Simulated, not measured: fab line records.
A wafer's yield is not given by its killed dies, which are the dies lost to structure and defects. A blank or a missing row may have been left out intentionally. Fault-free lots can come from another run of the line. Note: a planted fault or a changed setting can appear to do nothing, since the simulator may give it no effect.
Chamber matching | flow gf180mcu | rie_diel-04 running GF_V3_ETCH_16: 4 sister chambers
The step etches BARC in N2/H2. 24 wafers are shown with their chamber, then 12 later ones without.

== WAFERS, EACH WITH ITS CHAMBER ==
wafer  | chamber | drypump_motor_current_A (A) | throttle_valve_pct (%) | oes_product_au (a.u.)
L074.2 | 3       | 5.3                         | 13.206                 | 0.857
L074.3 | 1       | 5.3                         | 13.219                 | 0.851
L074.5 | 0       | 4.7                         | 13.218                 | 0.849
L075.1 | 1       | 5.3                         | 13.223                 | 0.859
L075.2 | 2       | 6.3                         | 13.237                 | 0.853
L075.3 | 3       | 5.3                         | 13.221                 | 0.855
L077.2 | 3       | 5.2                         | 13.220                 | 0.856
L077.5 | 2       | 6.3                         | 13.220                 | 0.853
L077.6 | 0       | 4.7                         | 13.218                 | 0.856
L079.3 | 3       | 5.2                         | 13.195                 | 0.866
L079.5 | 2       | 6.2                         | 13.217                 | 0.859
L079.6 | 0       | 4.7                         | 13.231                 | 0.852
L082.3 | 2       | 6.2                         | 13.241                 | 0.851
L082.4 | 1       | 5.3                         | 13.221                 | 0.861
L082.6 | 2       | 6.3                         | 13.234                 | 0.858
L085.1 | 1       | 5.4                         | 13.211                 | 0.849
L085.5 | 2       | 6.3                         | 13.226                 | 0.858
L085.6 | 1       | 5.4                         | 13.221                 | 0.846
L087.2 | 1       | 5.3                         | 13.223                 | 0.860
L087.4 | 0       | 4.7                         | 13.233                 | 0.858
L087.5 | 2       | 6.3                         | 13.214                 | 0.858
L088.3 | 3       | 5.2                         | 13.218                 | 0.853
L088.4 | 1       | 5.3                         | 13.239                 | 0.856
L088.6 | 3       | 5.2                         | 13.227                 | 0.856

SIGNATURES (averages over the wafers above)
reading                 | chamber 0 | chamber 1 | chamber 2 | chamber 3 | scatter within a chamber
drypump_motor_current_A | 4.700     | 5.329     | 6.271     | 5.233     | 0.0458
throttle_valve_pct      | 13.22500  | 13.22243  | 13.22700  | 13.21450  | 0.00994
oes_product_au          | 0.85375   | 0.85457   | 0.85571   | 0.85717   | 0.00461
Rule: distance of a wafer from a chamber = root of the sum over the readings of ((wafer's reading minus chamber's mean) / reading's scatter) squared. The wafer belongs to the nearest chamber; if the next one is less than 2 further off, it can't be placed. The scatter is the square root of a quotient: the sum, over the shown wafers, of each reading's squared deviation from its chamber's mean, divided by wafers minus chambers.

== WAFERS WITH NO CHAMBER GIVEN ==
wafer  | drypump_motor_current_A (A) | throttle_valve_pct (%) | oes_product_au (a.u.)
L092.4 | 5.3                         | 13.207                 | 0.859
L092.5 | 4.7                         | 13.220                 | 0.860
L092.6 | 5.3                         | 13.213                 | 0.848
L093.2 | 5.3                         | 13.219                 | 0.860
L093.3 | 4.7                         | 13.224                 | 0.859
L093.6 | 5.3                         | 13.221                 | 0.858
L096.1 | 5.3                         | 13.207                 | 0.855
L096.3 | 6.3                         | 13.220                 | 0.853
L096.4 | 5.3                         | 13.241                 | 0.850
L097.1 | 5.3                         | 13.234                 | 0.854
L097.2 | 5.3                         | 13.221                 | 0.856
L097.5 | 5.3                         | 13.225                 | 0.851

== WHICH CHAMBER EACH ONE RAN IN ==
wafer  | from the rows above     | in truth
L092.4 | can't be placed: 3 or 1 | 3
L092.5 | 0                       | 0
L092.6 | can't be placed: 1 or 3 | 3
L093.2 | can't be placed: 1 or 3 | 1
L093.3 | 0                       | 0
L093.6 | can't be placed: 1 or 3 | 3
L096.1 | can't be placed: 1 or 3 | 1
L096.3 | 2                       | 2
L096.4 | can't be placed: 1 or 3 | 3
L097.1 | can't be placed: 1 or 3 | 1
L097.2 | can't be placed: 1 or 3 | 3
L097.5 | can't be placed: 1 or 3 | 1
Placed correctly: 3 of 12. These rows do not allow placing 9 (true chamber among the candidates in 9). 0 placed wrongly.
